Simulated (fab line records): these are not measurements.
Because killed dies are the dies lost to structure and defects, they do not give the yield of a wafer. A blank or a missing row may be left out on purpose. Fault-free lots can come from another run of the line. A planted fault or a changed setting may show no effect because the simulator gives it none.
One fault through the eyes of 2 desks || flow sky130 || what lay behind the numbers comes last; until then each desk has only its own

== THE TOOL OWNER'S DESK: pvd sputter-04 ==
The tool's own readings at SKY_METAL1_SPUTTER_01 (material TiN, target thk 20 nm, time 16.7 s): means of the sampled wafers that have a number, for each lot that ran on this tool. If a lot's mean is further than 4 standard deviations from the usual mean, the lot is out of limits and carries the mark OUT (the distance appears in the brackets).
Columns: A = chamber pressure pa at SKY_METAL1_SPUTTER_01, usual 0.3999 Pa; B = throttle valve pct at SKY_METAL1_SPUTTER_01, usual 29.5 %
{"lot": "L444", "first seen here": "day 33 05:02", "A": 0.3995, "B": 29.6}
{"lot": "L448", "first seen here": "day 34 20:59", "A": "0.4186 (+25) OUT", "B": 29.1}
{"lot": "L450", "first seen here": "day 35 01:20", "A": "0.4196 (+26) OUT", "B": 28.7}
{"lot": "L460", "first seen here": "day 38 01:54", "A": 0.3999, "B": 29.9}
{"lot": "L463", "first seen here": "day 40 00:44", "A": 0.3998, "B": 29.7}
This desk's verdict: out of limits on L448, L450, starting with L448 at day 34 20:59 (chamber pressure pa at SKY_METAL1_SPUTTER_01). In limits: L444, L460, L463.

== METROLOGY DESK ==
What the gauges read, lot by lot, whatever tool the lot ran on: means of the sampled wafers that have a number. If a lot's mean is further than 4 standard deviations from the usual mean, the lot is out of limits and carries the mark OUT (the distance appears in the brackets).
Columns: A = CONTACT_BOW at SKY_CONTACT_BOW_MEAS_05, usual 82 um
{"lot": "L442", "first seen here": "day 31 18:11", "A": 84}
{"lot": "L444", "first seen here": "day 32 00:47", "A": 89}
{"lot": "L445", "first seen here": "day 32 08:49", "A": 77}
{"lot": "L446", "first seen here": "day 32 09:01", "A": 79}
{"lot": "L448", "first seen here": "day 33 17:02", "A": 89}
{"lot": "L450", "first seen here": "day 33 21:25", "A": 78}
{"lot": "L458", "first seen here": "day 36 12:49", "A": 85}
{"lot": "L460", "first seen here": "day 36 22:37", "A": 73}
{"lot": "L459", "first seen here": "day 36 23:22", "A": 79}
{"lot": "L462", "first seen here": "day 38 20:57", "A": 80}
{"lot": "L463", "first seen here": "day 38 21:54", "A": 82}
{"lot": "L461", "first seen here": "day 39 01:04", "A": 86}
Finding of this desk: none of the 12 lots has anything out of limits.

== TAKEN TOGETHER ==
An alarm could have come from the tool owner's desk at day 34 20:59, on L448, L450.
Metrology desk: nothing out of limits seen.
The metrology desk holds a record of L448, L450, inside its limits.
Of the lots named, all ran SKY_METAL1_SPUTTER_01 on pvd sputter-04.

== WHAT THE SIMULATOR HAD INSERTED ==
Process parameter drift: pvd sputter-04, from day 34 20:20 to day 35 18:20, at SKY_METAL1_SPUTTER_01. Setting chamber pressure pa shifted by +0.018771 from 0.4. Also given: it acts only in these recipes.
Lots struck among those shown: L448, L450.
How many hours passed from the start of the fault until each desk's first out-of-limits reading: the tool owner's desk, 1.
